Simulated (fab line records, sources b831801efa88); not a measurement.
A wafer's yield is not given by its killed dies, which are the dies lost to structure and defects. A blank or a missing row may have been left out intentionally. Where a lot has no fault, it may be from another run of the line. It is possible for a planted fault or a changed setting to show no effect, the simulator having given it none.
Chamber matching :: flow gf180mcu :: GF_CONTACT_CVD_02 on pecvd-02 has 3 sister chambers
The step deposits SiO2 from TEOS, target thk 860 nm, time 95.992 s. 16 wafers are shown with their chamber, then 8 later ones without.

## WAFERS PAIRED WITH THEIR CHAMBERS
wafer: L115.2
chamber: 1
heaterPowerW (W): 773

wafer: L115.4
chamber: 1
heaterPowerW (W): 819

wafer: L115.5
chamber: 2
heaterPowerW (W): 595

wafer: L117.3
chamber: 2
heaterPowerW (W): 513

wafer: L117.4
chamber: 1
heaterPowerW (W): 659

wafer: L117.6
chamber: 0
heaterPowerW (W): 592

wafer: L120.2
chamber: 0
heaterPowerW (W): 629

wafer: L120.4
chamber: 1
heaterPowerW (W): 641

wafer: L120.5
chamber: 0
heaterPowerW (W): 514

wafer: L121.1
chamber: 2
heaterPowerW (W): 612

wafer: L121.5
chamber: 2
heaterPowerW (W): 468

wafer: L121.6
chamber: 1
heaterPowerW (W): 745

wafer: L124.1
chamber: 0
heaterPowerW (W): 540

wafer: L124.3
chamber: 1
heaterPowerW (W): 719

wafer: L124.4
chamber: 0
heaterPowerW (W): 615

wafer: L126.3
chamber: 1
heaterPowerW (W): 770

SIGNATURES (averages over the wafers above)
reading: heaterPowerW
chamber 0: 578.00
chamber 1: 732.29
chamber 2: 547.00
scatter within a chamber: 60.9
Rule: a wafer lies at a distance from a chamber equal to the root of the sum of squares, over the readings, of (its reading less the chamber's mean, divided by the reading's scatter). The wafer belongs to the nearest chamber; if the next one is less than 2 further off, it can't be placed. The scatter: take each reading less its chamber's mean, square it, sum over the shown wafers, divide by the number of wafers less the number of chambers, and take the root.

## WAFERS MISSING THEIR CHAMBER
wafer: L126.5
heaterPowerW (W): 642

wafer: L126.6
heaterPowerW (W): 617

wafer: L127.1
heaterPowerW (W): 576

wafer: L127.3
heaterPowerW (W): 665

wafer: L127.5
heaterPowerW (W): 516

wafer: L130.2
heaterPowerW (W): 554

wafer: L130.4
heaterPowerW (W): 575

wafer: L130.6
heaterPowerW (W): 514

## THE CHAMBER EACH PASSED THROUGH
wafer: L126.5
from the rows above: can't be placed: 0 or 1 or 2
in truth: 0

wafer: L126.6
from the rows above: can't be placed: 0 or 2 or 1
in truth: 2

wafer: L127.1
from the rows above: can't be placed: 0 or 2
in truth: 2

wafer: L127.3
from the rows above: can't be placed: 1 or 0 or 2
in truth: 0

wafer: L127.5
from the rows above: can't be placed: 2 or 0
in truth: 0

wafer: L130.2
from the rows above: can't be placed: 2 or 0
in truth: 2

wafer: L130.4
from the rows above: can't be placed: 0 or 2
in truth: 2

wafer: L130.6
from the rows above: can't be placed: 2 or 0
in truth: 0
Correctly placed: 0 of 8. From these rows, 8 cannot be placed; in 8 the true chamber is one of the candidates. Placed wrongly: 0.
